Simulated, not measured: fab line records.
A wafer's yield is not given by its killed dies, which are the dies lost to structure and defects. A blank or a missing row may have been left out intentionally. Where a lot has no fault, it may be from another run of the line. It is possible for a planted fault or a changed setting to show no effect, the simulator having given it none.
The tool behind it: which one? / flow sfq-line / 14 lots (42 wafers sampled), 1 step of a 325-step route

WHAT THE GAUGES READ, wafer by wafer
SFQ_JJ_OVL_MEAS_931. Usual: J5_OVL gives 1 nm (standard deviation 5).
lot=L679; measured=day 45 04:52; on=overlay-01; J5_OVL (nm)=1 1 1; flag=
lot=L680; measured=day 49 18:44; on=overlay-01; J5_OVL (nm)=2 7 -2; flag=
lot=L682; measured=day 50 00:44; on=overlay-01; J5_OVL (nm)=-4 -7 -6; flag=
lot=L683; measured=day 50 06:44; on=overlay-01; J5_OVL (nm)=1 1 8; flag=
lot=L686; measured=day 55 03:44; on=overlay-02; J5_OVL (nm)=3 5 13; flag=
lot=L691; measured=day 57 01:19; on=overlay-02; J5_OVL (nm)=-2 -7 -9; flag=
lot=L693; measured=day 57 16:35; on=overlay-02; J5_OVL (nm)=-5 -4 4; flag=
lot=L694; measured=day 57 19:50; on=overlay-02; J5_OVL (nm)=5 4 10; flag=
lot=L695; measured=day 61 10:14; on=overlay-01; J5_OVL (nm)=2 9 7; flag=
lot=L696; measured=day 62 07:52; on=overlay-02; J5_OVL (nm)=-5 5 -2; flag=
lot=L697; measured=day 62 11:28; on=overlay-01; J5_OVL (nm)=1 11 -5; flag=
lot=L699; measured=day 63 01:59; on=overlay-01; J5_OVL (nm)=-2 -2 -1; flag=
lot=L701; measured=day 65 10:16; on=overlay-01; J5_OVL (nm)=4 -4 -5; flag=
lot=L702; measured=day 65 13:52; on=overlay-02; J5_OVL (nm)=5 0 11; flag=

WHAT TOOL EACH LOT RAN ON (gives the tool, then ch and the chambers of the sampled wafers, and finally the start)
Record: no process step prior to these readings.

AS READ BY THE TOOLS THEMSELVES (means over the sampled wafers that have a number; for cases with no such wafer, the mark the record gives instead)
The record holds no such reading with a usual standard deviation.

THE ANSWER, worked out from the rows above alone
Rule: take the mean of a lot's wafers that have a number; if it is more than 3 standard deviations from the usual mean, the lot is off. Also off: a lot with no number at a reading for which 4 or more lots have one. The other lots that the step has rows for count as sound. The gauges are gone through in route order, then the tools' own readings, and for those a lot's mean is taken as printed above. The first step at which some lot is off is used, and at that step the reading that is off furthest; a lot without a number counts as furthest.
Nothing can be told from this: no lot is off at any reading shown.

WHAT THE SIMULATOR HAD INSERTED
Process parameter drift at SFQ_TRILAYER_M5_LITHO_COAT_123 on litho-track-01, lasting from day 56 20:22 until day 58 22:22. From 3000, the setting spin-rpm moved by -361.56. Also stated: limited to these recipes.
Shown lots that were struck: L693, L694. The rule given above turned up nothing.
